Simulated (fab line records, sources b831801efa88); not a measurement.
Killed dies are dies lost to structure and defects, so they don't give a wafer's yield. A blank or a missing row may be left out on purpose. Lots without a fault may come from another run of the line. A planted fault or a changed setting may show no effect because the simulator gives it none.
One fault seen from 2 desks | flow gf180mcu | each desk has only its own numbers; what lay behind them comes last

THE METROLOGY DESK
What the gauges read, lot by lot, whatever tool the lot ran on: means of the sampled wafers that have a number. A lot is out of limits, marked OUT, if its mean lies more than 4 standard deviations from the usual mean; the brackets give that distance.
Columns: A = INCOMING_BOW at GF_STI_BOW_MEAS_00, usual 0 um; B = STI_OXIDATION_THK at GF_STI_THK_MEAS_02, usual 9.99 nm; C = STI_CVD_03_THK at GF_STI_THK_MEAS_04, usual 205.9 nm; D = cd_nm at GF_STI_CD_MEAS_12, usual 220.1 nm; E = STI_OXIDATION_01_THK at GF_STI_THK_MEAS_22, usual 15.0 nm; F = STI_CVD_23_THK at GF_STI_THK_MEAS_24, usual 652 nm
lot  | first seen here | A  | B     | C                | D     | E    | F
L137 | day 2 11:00     | 0  | 10.19 | 209.3            | 218.0 | 14.5 | 660
L138 | day 2 16:01     | -1 | 10.13 | 204.7            | 221.0 | 15.1 | 648
L149 | day 4 23:01     | -1 | 10.12 | 215.5 (+5.1) OUT | 221.9 | 14.4 | 655
L153 | day 5 19:00     | -5 | 10.02 | 206.5            | 218.0 | 15.0 | 643
L155 | day 6 05:01     | -0 | 9.83  | 206.1            | 218.1 | 15.6 | 646
This desk's finding: out of limits on L149; first on L149, day 5 02:59 (STI_CVD_03_THK at GF_STI_THK_MEAS_04). In limits: L137, L138, L153, L155.

THE TOOL OWNER'S DESK: lpcvd-01
The tool's own readings at GF_STI_CVD_03 (deposits Si3N4 from DCS/NH3, target thk 207.16 nm, time 3551 s): means of the sampled wafers that have a number, for each lot that ran on this tool. A lot is out of limits, marked OUT, if its mean lies more than 4 standard deviations from the usual mean; the brackets give that distance.
Columns: A = spike_tc_centre_C at GF_STI_CVD_03, usual 771.0 C; B = spike_tc_upper_C at GF_STI_CVD_03, usual 770.5 C; C = zone_power_centre_pct at GF_STI_CVD_03, usual 13.5 %
lot  | first seen here | A                | B     | C
L138 | day 2 17:50     | 773.0            | 770.8 | 14.8
L149 | day 5 01:00     | 781.0 (+7.1) OUT | 767.5 | 16.5
This desk's finding: out of limits on L149; first on L149, day 5 01:00 (spike_tc_centre_C at GF_STI_CVD_03). In limits: L138.

PUT TOGETHER
The tool owner's desk could have raised an alarm at day 5 01:00, on L149.
The metrology desk could have raised an alarm at day 5 02:59, on L149.
Of the lots named, all ran GF_STI_CVD_03 on lpcvd-01.

WHAT THE SIMULATOR HAD PUT IN
Process parameter drift: lpcvd-01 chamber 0, from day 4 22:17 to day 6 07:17, at GF_STI_CVD_03. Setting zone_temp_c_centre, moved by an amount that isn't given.
Lots struck among those shown: L149.
Hours from the fault's start to each desk's first reading out of limits: the tool owner's desk, 3; the metrology desk, 5.
